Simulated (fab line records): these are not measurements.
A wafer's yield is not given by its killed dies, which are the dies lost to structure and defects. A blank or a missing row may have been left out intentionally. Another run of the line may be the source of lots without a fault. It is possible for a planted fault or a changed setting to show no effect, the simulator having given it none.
Chamber matching	flow sky130	SKY_CAP2M_CVD_00 on pecvd-02 has 3 sister chambers
The step deposits SiO2, target thk 15.5 nm. 3 wafers are shown with their chamber, then 12 later ones without.

EACH WAFER AND ITS CHAMBER
wafer	chamber	heater_power_w (W)
L089.4	1	737
L091.3	0	637
L091.6	2	761

WAFERS WHOSE CHAMBER IS MISSING
wafer	heater_power_w (W)
L093.1	752
L093.3	696
L093.4	730
L092.1	756
L092.4	696
L092.5	739
L095.1	752
L095.3	713
L095.5	692
L096.2	696
L096.3	644
L096.5	623

CHAMBER TAKEN BY EACH
wafer	from the rows above	in truth
L093.1	can't be placed: 2 or 1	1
L093.3	can't be placed: 1 or 0 or 2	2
L093.4	can't be placed: 1 or 2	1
L092.1	can't be placed: 2 or 1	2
L092.4	can't be placed: 1 or 0 or 2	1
L092.5	can't be placed: 1 or 2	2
L095.1	can't be placed: 2 or 1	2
L095.3	can't be placed: 1 or 2 or 0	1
L095.5	can't be placed: 1 or 0 or 2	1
L096.2	can't be placed: 1 or 0 or 2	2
L096.3	0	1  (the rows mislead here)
L096.5	0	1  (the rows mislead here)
0 of 12 placed correctly. Unplaceable from these rows: 10, with the true chamber sitting among the candidates in 10. 2 placed wrongly.
How it was worked out, from the rows above alone: a wafer's distance from a chamber is the root of the sum, over the readings, of the square of ((its reading less the chamber's mean) divided by the reading's scatter). If the next closest chamber is less than 2 further off than the closest, the wafer can't be placed; otherwise it belongs to the closest. A chamber's mean is the mean of its shown wafers. The scatter: root of mean squared gap, hidden wafer to nearest shown wafer, with one shown wafer a chamber.
